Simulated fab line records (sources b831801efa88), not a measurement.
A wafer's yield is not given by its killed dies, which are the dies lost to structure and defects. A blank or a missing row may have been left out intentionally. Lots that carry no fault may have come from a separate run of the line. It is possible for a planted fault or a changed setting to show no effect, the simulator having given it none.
8D (eight disciplines) problem report, filled in by code    flow sky130    the parts of the form that need people (team, actions taken, sign-off) are left out

## 1. WHAT WENT WRONG
At SKY_NWELL_IMPLANT_24, dose ions cm2 averages 1.033e+13 over 6 wafers from 2 lots, while fault-free wafers read 9.202e+12, standard deviation 1.1e+10. So: +99 or more standard deviations from the usual mean.
First seen on wafer L264.1, day 8 22:48, on implanter-01. At this step, 39 wafers from 13 lots have a number in the record. Rule for "out", or "out of limits": more than 4 standard deviations from the usual mean. Any other wafer with a number is counted as sound.

## 2. WHAT IT IS; WHAT IT IS NOT
question                     is                      is not
which readings at this step  dose ions cm2           -
which lots                   L264, L271              L251, L254, L255, L257, L258, L259, L260, L261, L268, L272, L273
which wafers of those lots   all that have a number  -
read on which tools          implanter-01            implanter-02, implanter-03
when                         from day 8 22:48        up to then (24 sound wafers); but 9 sound wafers of L268, L272, L273 came after

## 3. WHAT RULES OUT EACH SUSPECT
Counting: any tool at a process step up to the reading is kept as a suspect provided that every lot that is out went through it and no sound lot did after the first of them.
- implanter-01 at SKY_NWELL_IMPLANT_24: kept. It ran every lot that is out, first L264 (day 8 22:48), and no sound lot after that; its last sound lot up to then is L261 (day 8 09:45). Its own dose ions cm2 readings are out on those wafers.
After counting, what remains is implanter-01 at SKY_NWELL_IMPLANT_24.

## 4. THE CAUSE (what the simulator had put in)
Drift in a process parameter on implanter-01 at SKY_NWELL_IMPLANT_24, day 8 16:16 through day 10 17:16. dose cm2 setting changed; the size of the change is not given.
Counting left only this tool.

## 5. SEQUENCE OF EFFECTS, ordered by route
Each row: a reading where the mean over the struck wafers with a number is more than 3 standard deviations away from the usual. Scope: only readings with a usual standard deviation given in the record; hours: median across lots of the time from each lot's start at the first step in this table that gives one to its start at this step; sigmas: change in usual standard deviations.
hours  step                  reading             usual      on struck wafers  change      sigmas
0      SKY_NWELL_IMPLANT_24  dose ions cm2       9.202e+12  1.033e+13         +1.124e+12  +99 or more
0      SKY_NWELL_IMPLANT_24  faraday current uA  51.8       57.5              +5.8        +5.2
The process steps in it:
- SKY_NWELL_IMPLANT_24
Later measuring or inspecting steps at which every struck wafer that the step has a row for has a number for every such reading, and none has moved that far: SKY_NWELL_TW_MEAS_26, SKY_VT_ADJUST_HVTP_CD_MEAS_07, SKY_VT_ADJUST_LVTN_TW_MEAS_10.

## 6. HOW IT WOULD HAVE BEEN CAUGHT EARLIER
First out-of-limits reading in this record: day 8 22:48, which is 7 hours after fault onset at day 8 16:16.
